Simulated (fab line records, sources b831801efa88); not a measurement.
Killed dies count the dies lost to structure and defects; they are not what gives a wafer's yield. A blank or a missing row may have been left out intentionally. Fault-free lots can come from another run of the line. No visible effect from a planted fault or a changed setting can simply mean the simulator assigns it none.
Comparing a struck lot with a sound one :: flow sky130 :: 21 steps out of a route of 708
Sound: the wafers L790.2, L790.3, L790.4. Struck: wafers L779.2, L779.4, L779.6. The cause is given at the end.
For every step that has rows: the tool of each side, followed by ch and its chambers, followed by its first start. Under that, the readings that differ: sound wafers :: struck wafers :: difference of the means :: sigmas: that difference in standard deviations of wafers without a fault.
alike: a reading whose means differ by less than 2 such deviations, as well as words and numbers matching on both sides. not compared: withheld readings; readings where some wafer has no value; bounds like >300 that might hide an equal value; numbers whose values overlap and for which the record gives no deviation.
The two part at a step that has a row with sigmas, a row that says differs or no value, or rows on one side only. When numbers do not overlap yet have no deviation, they are printed without sigmas and do not part them. A reading that every wafer of one side lacks parts them only if that side has two wafers or more.

first, 1 step without rows for these wafers: SKY_RES_XHIGH_IMPLANT_07.
SKY_RES_XHIGH_STRIP_08: strips in O2/N2.
  sound on plasmaAsher-01 ch 0,1, day 33 00:58; struck on plasmaAsher-04 ch 0,1, day 29 10:16
  alike: drypumpMotorCurrentA, oesProductAu, stripTimeToEndpointS
  not compared: rfHoursCounterH
SKY_RES_XHIGH_TW_MEAS_09:
  sound on filmMetro-01 at day 33 01:04; struck on filmMetro-02 at day 29 10:23
reading: RES_XHIGH_TW
sound: 1612 1617 1617
struck: 1661 1648 1656
difference: +40
sigmas: +3
then, 7 steps without rows for these wafers: SKY_SD_N_DEHYDRATE_00 (time 60 s); SKY_SD_N_HMDS_01 (prime time 60 s); SKY_SD_N_COAT_02 (resist thk 1140 nm); SKY_SD_N_SOFTBAKE_03 (time 60 s); SKY_SD_N_EXPOSE_04 (exposes mask NSDM, target cd 380 nm); SKY_SD_N_PEB_05; SKY_SD_N_DEVELOP_06 (develop time 60 s).
SKY_SD_N_CD_MEAS_07: the cd target is 380 nm.
  sound on cdSem-02 at day 34 03:08; struck on cdSem-02 at day 30 14:23
  alike: cdNm
SKY_SD_N_OVL_MEAS_08:
  sound on overlay-02 at day 34 03:14; struck on overlay-02 at day 30 14:30
  alike: SD_N_OVL
SKY_SD_N_IMPLANT_09:
  sound on implanter-01 ch 0, day 34 03:17; struck on implanter-04 ch 0, day 30 14:33
reading: beamEnergyKeV
sound: 49.988 49.997 49.996
struck: 39.164 39.136 39.181
difference: -10.833
sigmas: -99 or more

reading: model.implant.rpNm (nm)
sound: 31.78 31.78 31.78
struck: 26.38 26.38 26.38
difference: -5.40
sigmas: 

reading: model.implant.drpNm (nm)
sound: 14.11 14.11 14.11
struck: 11.77 11.77 11.77
difference: -2.34
sigmas: 
  alike: tiltDeg
next, for these wafers, 1 step has no rows: SKY_SD_N_IMPLANT_10.
SKY_SD_N_STRIP_11: strips in O2/N2.
  sound on plasmaAsher-01 ch 0,1, day 34 03:34; struck on plasmaAsher-02 ch 0,1, day 30 14:50
reading: oesProductAu (a.u.)
sound: 0.528 0.527 0.531
struck: 0.549 0.547 0.551
difference: +0.020
sigmas: +4

reading: stripTimeToEndpointS (s)
sound: 22.58 22.63 22.60
struck: 20.89 20.91 20.93
difference: -1.69
sigmas: -32
  alike: drypumpMotorCurrentA
  not compared: rfHoursCounterH
SKY_SD_N_TW_MEAS_12:
  sound on filmMetro-01 at day 34 03:41; struck on filmMetro-02 at day 30 14:56
reading: SD_N_TW
sound: 3887 3892 3889
struck: 3744 3739 3769
difference: -139
sigmas: -4
then, 1 step without rows for these wafers: SKY_SD_N_CLEAN_13 (cleans in SC1/SC2, time 150 s).
SKY_SD_N_RTA_14: time 2 s.
  sound on rtpAnneal-02 ch 0, day 34 03:47; struck on rtpAnneal-01 ch 0, day 30 15:02
  alike: chamberO2Ppm, lampPowerPct, wafer_temp_C_max
SKY_SD_N_RS_MEAS_16: the measuring method here is four-point-probe.
  sound on filmMetro-03 at day 34 03:58; struck on filmMetro-01 at day 30 15:14
reading: SD_N_RS (ohm/sq)
sound: 68.61 68.77 68.71
struck: 77.25 77.25 77.15
difference: +8.52
sigmas: +53
SKY_SD_N_RS_MEAS_17: the measuring method here is four-point-probe.
  sound on filmMetro-03 at day 34 04:05; struck on filmMetro-01 at day 30 15:21
  alike: SD_P_RS
-- the record jumps here: 17 days lie between the struck wafers' starts before and after (it left off in module SD_N and takes up again in module PAD_OPEN, whose first step shown is number 708 of the route) --
SKY_PAD_OPEN_PROBE_99:
  sound on prober-01 at day 50 04:47; struck on prober-02 at day 47 20:28
reading: model.etest.resNdiff.lineOhmUm
sound: 774.3 759.5 760.1
struck: 827.2 847.4 843
difference: +74.6
sigmas: 

reading: model.etest.sonosUncharged.rOnOhmUm
sound: 809.6 804 815.3
struck: 834.6 839.7 835.6
difference: +27.0
sigmas: 

reading: model.etest.resNdiff.rsOhmSq
sound: 120.7 119.7 120.2
struck: 131.2 133 132.8
difference: +12.1
sigmas: 

reading: model.etest.resNdiffHv.rsOhmSq
sound: 114.3 113.6 114.3
struck: 126.3 125.1 126.4
difference: +11.9
sigmas: 
  alike: killed_at_M0_to_M3, killed_at_M4_up, killedAtContacts, killedAtFrontEnd, killedAtOther, killedDies, killedOpen, killedShort

WHERE THEY PART
At SKY_RES_XHIGH_TW_MEAS_09 first; at SKY_SD_N_RS_MEAS_16 last (within this record only). Later steps at which nothing parts them and some readings are alike: SKY_SD_N_RS_MEAS_17, SKY_PAD_OPEN_PROBE_99.

WHY: whatever the simulator had introduced
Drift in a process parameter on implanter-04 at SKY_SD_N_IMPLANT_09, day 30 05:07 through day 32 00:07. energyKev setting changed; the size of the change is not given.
